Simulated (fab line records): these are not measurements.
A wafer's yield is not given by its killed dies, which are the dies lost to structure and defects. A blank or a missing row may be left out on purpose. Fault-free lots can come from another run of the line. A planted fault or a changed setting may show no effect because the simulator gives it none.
What tool caused it? + flow gf180mcu + 13 lots, 39 wafers sampled, at 1 step of a route of 602

## WHAT THE GAUGES SHOWED, per wafer
GF_V3_THK_MEAS_03. Usual: for V3_CVD_02_THK the level is 849 nm and the standard deviation is 10.
| lot  | measured     | on            | V3_CVD_02_THK (nm) | flag |
|------|--------------|---------------|--------------------|------|
| L297 | day 21 17:17 | film metro-04 | 845 844 852        |      |
| L299 | day 22 05:46 | film metro-01 | 842 850 863        |      |
| L300 | day 22 15:13 | film metro-01 | 826 836 848        |      |
| L302 | day 23 09:09 | film metro-03 | 842 853 861        |      |
| L309 | day 25 19:34 | film metro-01 | 846 848 852        |      |
| L310 | day 26 04:05 | film metro-04 | 849 872 851        |      |
| L311 | day 26 10:49 | film metro-04 | 857 863 871        |      |
| L312 | day 26 16:13 | film metro-03 | 846 864 862        |      |
| L314 | day 27 13:30 | film metro-04 | 849 836 851        |      |
| L315 | day 27 16:56 | film metro-04 | 841 835 850        |      |
| L316 | day 28 01:10 | film metro-03 | 841 843 858        |      |
| L317 | day 28 08:26 | film metro-01 | 850 851 856        |      |
| L319 | day 28 18:12 | film metro-04 | 848 841 854        |      |

## EACH LOT AND THE TOOL THAT RAN IT (in order: tool; ch and the chambers of the sampled wafers; start)
Record: no process step prior to these readings.

## WHAT THE TOOLS THEMSELVES READ (means of the sampled wafers that have a number; where no wafer has one, the mark that the record gives instead)
The record holds no such reading with a usual standard deviation.

## THE ANSWER, worked out from the rows above alone
Rule: a lot counts as off when the mean over its wafers that have a number is more than 3 standard deviations away from the usual mean. A lot without any number at a reading at which 4 lots or more have one is off too. All remaining lots with rows at the step are treated as sound. Order of review: gauges by route order, followed by the tools' own readings, for which a lot's mean as printed above is used. At the first step where some lot is off, the reading lying furthest off is the one used; lots without a number count as furthest.
None of the lots is off at any reading shown; this tells nothing.

## WHAT THE SIMULATOR HAD INSERTED
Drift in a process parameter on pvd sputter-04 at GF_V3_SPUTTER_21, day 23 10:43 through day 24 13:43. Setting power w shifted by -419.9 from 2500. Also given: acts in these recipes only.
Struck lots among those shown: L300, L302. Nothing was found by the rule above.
